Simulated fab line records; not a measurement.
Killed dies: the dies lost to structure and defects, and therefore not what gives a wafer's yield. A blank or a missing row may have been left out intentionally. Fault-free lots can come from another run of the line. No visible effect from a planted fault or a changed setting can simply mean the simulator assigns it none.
Matching of chambers / flow sfq-line / SFQ_TRILAYER_I0_DEP_PECVD_027 on pecvd-04 has 3 sister chambers
The step deposits SiO2 from SiH4/N2O, time 111.11 s, target thk 500 nm. 16 wafers are shown with their chamber, then 8 later ones without.

== WAFERS, EACH WITH ITS CHAMBER ==
wafer=L999.1; chamber=1; heater-power-w (W)=73; throttle-valve-pct (%)=25.1; heater-power-outer-w (W)=27
wafer=L999.2; chamber=0; heater-power-w (W)=79; throttle-valve-pct (%)=23.2; heater-power-outer-w (W)=39
wafer=L999.6; chamber=0; heater-power-w (W)=83; throttle-valve-pct (%)=23.1; heater-power-outer-w (W)=41
wafer=L100.2; chamber=2; heater-power-w (W)=112; throttle-valve-pct (%)=23.9; heater-power-outer-w (W)=47
wafer=L100.3; chamber=1; heater-power-w (W)=68; throttle-valve-pct (%)=24.9; heater-power-outer-w (W)=24
wafer=L100.4; chamber=0; heater-power-w (W)=84; throttle-valve-pct (%)=23.4; heater-power-outer-w (W)=41
wafer=L101.3; chamber=2; heater-power-w (W)=112; throttle-valve-pct (%)=23.8; heater-power-outer-w (W)=45
wafer=L101.5; chamber=1; heater-power-w (W)=60; throttle-valve-pct (%)=24.8; heater-power-outer-w (W)=17
wafer=L101.6; chamber=2; heater-power-w (W)=113; throttle-valve-pct (%)=23.9; heater-power-outer-w (W)=48
wafer=L107.1; chamber=1; heater-power-w (W)=73; throttle-valve-pct (%)=24.8; heater-power-outer-w (W)=27
wafer=L107.3; chamber=2; heater-power-w (W)=105; throttle-valve-pct (%)=24.5; heater-power-outer-w (W)=41
wafer=L107.4; chamber=2; heater-power-w (W)=107; throttle-valve-pct (%)=24.1; heater-power-outer-w (W)=44
wafer=L111.1; chamber=1; heater-power-w (W)=66; throttle-valve-pct (%)=25.2; heater-power-outer-w (W)=22
wafer=L111.4; chamber=0; heater-power-w (W)=84; throttle-valve-pct (%)=23.5; heater-power-outer-w (W)=45
wafer=L111.6; chamber=1; heater-power-w (W)=69; throttle-valve-pct (%)=25.0; heater-power-outer-w (W)=24
wafer=L112.1; chamber=1; heater-power-w (W)=71; throttle-valve-pct (%)=25.3; heater-power-outer-w (W)=27

SIGNATURES, as means of the wafers listed above
reading=heater-power-w; chamber 0=82.50; chamber 1=68.57; chamber 2=109.80; scatter within a chamber=3.86
reading=throttle-valve-pct; chamber 0=23.300; chamber 1=25.014; chamber 2=24.040; scatter within a chamber=0.222
reading=heater-power-outer-w; chamber 0=41.50; chamber 1=24.00; chamber 2=45.00; scatter within a chamber=3.15
Rule: for a wafer and a chamber, the distance is found by dividing, reading by reading, the gap between the wafer's reading and the chamber's mean by the reading's scatter, squaring, summing and taking the root. The wafer belongs to the nearest chamber; if the next one is less than 2 further off, it can't be placed. The scatter: the root of (the sum of the squares of (reading less its chamber's mean) over the shown wafers, divided by (wafers less chambers)).

== WAFERS WHOSE CHAMBER IS MISSING ==
wafer=L112.2; heater-power-w (W)=73; throttle-valve-pct (%)=23.8; heater-power-outer-w (W)=35
wafer=L112.6; heater-power-w (W)=74; throttle-valve-pct (%)=25.1; heater-power-outer-w (W)=26
wafer=L114.1; heater-power-w (W)=106; throttle-valve-pct (%)=24.3; heater-power-outer-w (W)=42
wafer=L114.4; heater-power-w (W)=79; throttle-valve-pct (%)=23.8; heater-power-outer-w (W)=41
wafer=L114.6; heater-power-w (W)=74; throttle-valve-pct (%)=25.1; heater-power-outer-w (W)=28
wafer=L122.1; heater-power-w (W)=85; throttle-valve-pct (%)=23.8; heater-power-outer-w (W)=45
wafer=L122.5; heater-power-w (W)=72; throttle-valve-pct (%)=23.8; heater-power-outer-w (W)=34
wafer=L122.6; heater-power-w (W)=105; throttle-valve-pct (%)=24.6; heater-power-outer-w (W)=42

== EACH ONE'S CHAMBER ==
wafer=L112.2; from the rows above=0; in truth=0
wafer=L112.6; from the rows above=1; in truth=1
wafer=L114.1; from the rows above=2; in truth=2
wafer=L114.4; from the rows above=0; in truth=0
wafer=L114.6; from the rows above=1; in truth=1
wafer=L122.1; from the rows above=0; in truth=0
wafer=L122.5; from the rows above=0; in truth=0
wafer=L122.6; from the rows above=2; in truth=2
Correctly placed: 8 of 8. Can't be placed from these rows: 0. 0 placed wrongly.
